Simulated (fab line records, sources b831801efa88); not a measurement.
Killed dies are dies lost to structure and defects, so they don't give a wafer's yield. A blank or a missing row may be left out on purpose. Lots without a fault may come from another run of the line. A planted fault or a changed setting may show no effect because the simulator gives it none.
Chamber matching | flow sfq_line | SFQ_TRILAYER_I6_CMP_CMP_166 on cmp-01: 4 sister chambers
The step polishes SiO2. 8 wafers are shown with their chamber, then 7 later ones without.

WAFERS WITH THEIR CHAMBER
wafer  | chamber | motor_current_A (A) | time_to_endpoint_s (s)
L320.1 | 0       | 12.2                | 229
L323.3 | 0       | 11.9                | 214
L323.4 | 3       | 11.3                | 209
L323.6 | 1       | 9.5                 | 214
L325.3 | 3       | 12.4                | 203
L325.6 | 2       | 9.0                 | 214
L330.3 | 1       | 9.1                 | 211
L330.5 | 2       | 8.7                 | 221

WAFERS WITHOUT THEIR CHAMBER
wafer  | motor_current_A (A) | time_to_endpoint_s (s)
L330.6 | 12.5                | 211
L334.3 | 12.1                | 226
L334.4 | 8.9                 | 227
L334.6 | 11.6                | 237
L341.3 | 11.6                | 211
L341.2 | 9.3                 | 221
L341.5 | 11.3                | 229

WHICH CHAMBER EACH WENT THROUGH
wafer  | from the rows above     | in truth
L330.6 | can't be placed: 3 or 0 | 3
L334.3 | 0                       | 0
L334.4 | can't be placed: 2 or 1 | 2
L334.6 | 0                       | 0
L341.3 | can't be placed: 3 or 0 | 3
L341.2 | can't be placed: 2 or 1 | 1
L341.5 | can't be placed: 0 or 3 | 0
Placed correctly: 2 of 7. Can't be placed from these rows: 5 (the true chamber is among the candidates in 5). Placed wrongly: 0.
How it was worked out, from the rows above alone: a wafer's distance from a chamber is the root of the sum, over the readings, of the square of ((its reading less the chamber's mean) divided by the reading's scatter). The wafer belongs to the nearest chamber; if the next one is less than 2 further off, it can't be placed. A chamber's mean is the mean of its shown wafers. The scatter: the root of (the sum of the squares of (reading less its chamber's mean) over the shown wafers, divided by (wafers less chambers)).
